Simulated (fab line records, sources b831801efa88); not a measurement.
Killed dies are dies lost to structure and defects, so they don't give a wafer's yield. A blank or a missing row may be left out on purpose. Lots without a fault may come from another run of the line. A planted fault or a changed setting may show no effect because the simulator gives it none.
Which tool did it? | flow gf180mcu | 15 lots, 45 wafers sampled, at 4 steps of a route of 602

WHAT THE GAUGES READ, wafer by wafer
GF_TOP_METAL_OVL_MEAS_15. Usual: TOP_METAL_OVL -0.1 nm, standard deviation 1.4.
lot  | measured     | on         | TOP_METAL_OVL (nm) | flag
L726 | day 28 03:30 | overlay-01 | 0.0 -0.3 -0.6      |
L727 | day 29 01:46 | overlay-02 | -2.9 -1.2 -1.1     |
L728 | day 29 04:42 | overlay-02 | 1.2 0.9 1.5        |
L729 | day 29 08:01 | overlay-02 | -0.1 0.7 1.8       |
L730 | day 29 16:04 | overlay-01 | 1.9 -0.3 0.8       |
L732 | day 29 20:04 | overlay-01 | -1.4 -1.2 -0.3     |
L731 | day 29 23:06 | overlay-01 | -5.1 -2.1 -5.3     |
L734 | day 30 11:47 | overlay-02 | -0.3 0.9 0.7       |
L733 | day 30 13:56 | overlay-01 | 1.0 1.9 0.3        |
L735 | day 30 17:49 | overlay-01 | 0.5 -0.8 0.0       |
L737 | day 31 03:10 | overlay-02 | 0.2 0.0 -1.4       |
L741 | day 32 07:37 | overlay-02 | 0.8 -0.3 -0.1      |
L742 | day 32 14:19 | overlay-02 | -0.4 0.4 0.8       |
L744 | day 33 04:55 | overlay-02 | 0.1 -1.3 0.1       |
L748 | day 34 00:25 | overlay-02 | -0.4 -1.8 -0.9     |

GF_PASSIVATION_BOW_MEAS_14. Usual: PASSIVATION_BOW 135 um, standard deviation 10.
lot  | measured     | on            | PASSIVATION_BOW (um) | flag
L726 | day 29 01:52 | film_metro-01 | 125 141 139          |
L727 | day 30 00:13 | film_metro-01 | 148 138 136          |
L728 | day 30 02:38 | film_metro-01 | 122 123 128          |
L729 | day 30 05:38 | film_metro-01 | 125 125 124          |
L730 | day 30 13:59 | film_metro-03 | 125 141 128          |
L732 | day 30 17:49 | film_metro-03 | 139 134 133          |
L731 | day 30 19:50 | film_metro-01 | 133 138 123          |
L734 | day 31 08:03 | film_metro-01 | 154 147 152          |
L733 | day 31 10:39 | film_metro-03 | 119 134 118          |
L735 | day 31 14:55 | film_metro-01 | 152 140 134          |
L737 | day 31 23:23 | film_metro-04 | 153 144 145          |
L741 | day 33 02:04 | film_metro-03 | 130 137 134          |
L742 | day 33 09:38 | film_metro-04 | 134 133 137          |
L744 | day 33 23:22 | film_metro-03 | 122 115 135          |
L748 | day 34 17:49 | film_metro-04 | 123 132 122          |

WHICH TOOL RAN EACH LOT (tool, then ch and the chambers of the sampled wafers, then the start)
lot  | GF_STI_WET_ETCH_27             | GF_V5_SPUTTER_21
L726 | wet_bench-03 ch 2, day 2 08:44 | pvd_sputter-03, day 27 06:06
L727 | wet_bench-03 ch 0, day 2 15:40 | pvd_sputter-02, day 28 05:10
L728 | wet_bench-01 ch 3, day 2 23:56 | pvd_sputter-03, day 28 08:24
L729 | wet_bench-04 ch 0, day 3 00:05 | pvd_sputter-03, day 28 11:54
L730 | wet_bench-04 ch 1, day 3 05:17 | pvd_sputter-01, day 28 20:11
L732 | wet_bench-04 ch 0, day 3 11:52 | pvd_sputter-01, day 29 00:11
L731 | wet_bench-01 ch 1, day 3 12:18 | pvd_sputter-01, day 29 02:37
L734 | wet_bench-03 ch 1, day 3 20:29 | pvd_sputter-03, day 29 15:30
L733 | wet_bench-03 ch 3, day 3 21:06 | pvd_sputter-01, day 29 19:02
L735 | wet_bench-01 ch 3, day 4 03:57 | pvd_sputter-03, day 29 22:57
L737 | wet_bench-04 ch 2, day 4 11:44 | pvd_sputter-03, day 30 07:59
L741 | wet_bench-01 ch 2, day 5 08:47 | pvd_sputter-02, day 31 14:53
L742 | wet_bench-01 ch 2, day 5 15:13 | pvd_sputter-03, day 31 20:43
L744 | wet_bench-01 ch 3, day 6 00:47 | pvd_sputter-01, day 32 12:08
L748 | wet_bench-04 ch 2, day 6 21:01 | pvd_sputter-02, day 33 08:20
- GF_STI_WET_ETCH_27: etches Si3N4 in H3PO4, target depth 160 nm, time 1825 s.
- GF_V5_SPUTTER_21: material Ti, target thk 15 nm, time 80.02 s.

WHAT THE TOOLS THEMSELVES READ (means of the sampled wafers that have a number; where no wafer has one, the mark that the record gives instead)
GF_V5_SPUTTER_21. Usual: throttle_valve_pct 29.4 %, standard deviation 1.5.
lot  | tool           | throttle_valve_pct (%) | flag
L726 | pvd_sputter-03 | 28.4                   |
L727 | pvd_sputter-02 | 28.4                   |
L728 | pvd_sputter-03 | 28.6                   |
L729 | pvd_sputter-03 | 28.2                   |
L730 | pvd_sputter-01 | 28.1                   |
L732 | pvd_sputter-01 | 28.2                   |
L731 | pvd_sputter-01 | 29.9                   |
L734 | pvd_sputter-03 | 29.7                   |
L733 | pvd_sputter-01 | 29.2                   |
L735 | pvd_sputter-03 | 28.3                   |
L737 | pvd_sputter-03 | 28.5                   |
L741 | pvd_sputter-02 | 28.5                   |
L742 | pvd_sputter-03 | 30.0                   |
L744 | pvd_sputter-01 | 29.0                   |
L748 | pvd_sputter-02 | 29.6                   |

THE ANSWER, worked out from the rows above alone
Rule: a lot is off if the mean of its wafers that have a number lies more than 3 standard deviations from the usual mean. A lot without any number at a reading at which 4 lots or more have one is off too. The other lots that the step has rows for count as sound. The gauges are gone through in route order, then the tools' own readings, and for those a lot's mean is taken as printed above. The first step at which some lot is off is used, and at that step the reading that is off furthest; a lot without a number counts as furthest.
No lot is off at any reading shown: from this, nothing can be told.

WHAT THE SIMULATOR HAD PUT IN
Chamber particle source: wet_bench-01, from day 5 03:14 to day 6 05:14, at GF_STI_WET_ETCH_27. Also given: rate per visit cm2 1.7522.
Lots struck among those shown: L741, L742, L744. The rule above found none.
